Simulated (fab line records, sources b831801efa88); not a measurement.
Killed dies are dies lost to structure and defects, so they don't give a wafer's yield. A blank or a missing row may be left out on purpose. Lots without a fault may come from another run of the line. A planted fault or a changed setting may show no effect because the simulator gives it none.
Chamber matching | flow sky130 | SKY_VIA2_CMP_24 on cmp-02: 4 sister chambers
The step polishes, stops on SiO2, t overpolish 20 s, target thk 0 nm. 30 wafers are shown with their chamber, then 12 later ones without.

WAFERS WITH THEIR CHAMBER
wafer  | chamber | motor_current_A (A) | slurry_filter_dp_kPa (kPa) | retaining_ring_pressure_frac
L075.1 | 1       | 14.6                | 13.26                      | 0.998
L075.4 | 0       | 11.0                | 13.41                      | 1.010
L075.5 | 2       | 9.8                 | 13.59                      | 1.004
L074.3 | 2       | 10.7                | 13.41                      | 0.994
L074.4 | 1       | 14.3                | 13.77                      | 0.994
L074.6 | 3       | 10.4                | 13.44                      | 1.000
L076.1 | 3       | 11.0                | 13.55                      | 1.008
L076.4 | 0       | 11.4                | 13.54                      | 1.006
L076.6 | 2       | 10.3                | 13.48                      | 1.005
L082.4 | 2       | 10.3                | 13.45                      | 0.996
L082.5 | 3       | 10.6                | 13.59                      | 1.000
L082.6 | 0       | 10.9                | 13.43                      | 0.996
L083.1 | 3       | 10.5                | 13.20                      | 0.998
L083.3 | 2       | 9.5                 | 13.60                      | 0.998
L083.5 | 2       | 10.1                | 13.75                      | 0.993
L085.1 | 1       | 14.2                | 13.52                      | 1.005
L085.2 | 0       | 10.6                | 13.46                      | 1.000
L085.3 | 2       | 9.8                 | 13.77                      | 1.009
L086.1 | 0       | 10.6                | 13.39                      | 1.007
L086.4 | 1       | 14.0                | 13.49                      | 1.004
L086.6 | 3       | 10.7                | 13.45                      | 0.993
L087.3 | 3       | 10.6                | 13.64                      | 0.994
L087.5 | 2       | 11.1                | 13.50                      | 1.003
L087.6 | 1       | 13.8                | 13.62                      | 0.998
L088.1 | 1       | 13.5                | 13.46                      | 0.994
L088.3 | 3       | 10.6                | 13.46                      | 0.986
L088.4 | 2       | 9.9                 | 13.82                      | 1.001
L089.2 | 3       | 10.9                | 13.49                      | 0.990
L089.3 | 0       | 11.1                | 13.23                      | 1.003
L089.6 | 1       | 13.5                | 13.61                      | 1.001

SIGNATURES (means of the wafers above)
reading                      | chamber 0 | chamber 1 | chamber 2 | chamber 3 | scatter within a chamber
motor_current_A              | 10.933    | 13.986    | 10.167    | 10.662    | 0.38
slurry_filter_dp_kPa         | 13.4100   | 13.5329   | 13.5967   | 13.4775   | 0.14
retaining_ring_pressure_frac | 1.00367   | 0.99914   | 1.00033   | 0.99613   | 0.00559
Rule: a wafer's distance from a chamber is the root of the sum, over the readings, of the square of ((its reading less the chamber's mean) divided by the reading's scatter). The wafer belongs to the nearest chamber; if the next one is less than 2 further off, it can't be placed. The scatter: the root of (the sum of the squares of (reading less its chamber's mean) over the shown wafers, divided by (wafers less chambers)).

WAFERS WITHOUT THEIR CHAMBER
wafer  | motor_current_A (A) | slurry_filter_dp_kPa (kPa) | retaining_ring_pressure_frac
L090.1 | 11.2                | 13.41                      | 0.997
L090.2 | 13.6                | 13.45                      | 1.002
L090.6 | 10.9                | 13.40                      | 1.003
L093.3 | 13.4                | 13.56                      | 0.993
L093.4 | 11.4                | 13.48                      | 1.003
L093.6 | 13.7                | 13.67                      | 0.992
L095.2 | 10.3                | 13.23                      | 0.994
L095.3 | 14.0                | 13.53                      | 0.994
L095.5 | 13.3                | 13.32                      | 1.002
L096.1 | 11.2                | 13.56                      | 1.000
L096.3 | 14.0                | 13.44                      | 0.990
L096.4 | 10.1                | 13.52                      | 1.002

WHICH CHAMBER EACH WENT THROUGH
wafer  | from the rows above          | in truth
L090.1 | can't be placed: 0 or 3 or 2 | 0
L090.2 | 1                            | 1
L090.6 | can't be placed: 0 or 3      | 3
L093.3 | 1                            | 1
L093.4 | can't be placed: 0 or 3      | 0
L093.6 | 1                            | 1
L095.2 | can't be placed: 3 or 0 or 2 | 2
L095.3 | 1                            | 1
L095.5 | 1                            | 1
L096.1 | can't be placed: 0 or 3 or 2 | 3
L096.3 | 1                            | 1
L096.4 | can't be placed: 2 or 3 or 0 | 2
Placed correctly: 6 of 12. Can't be placed from these rows: 6 (the true chamber is among the candidates in 6). Placed wrongly: 0.
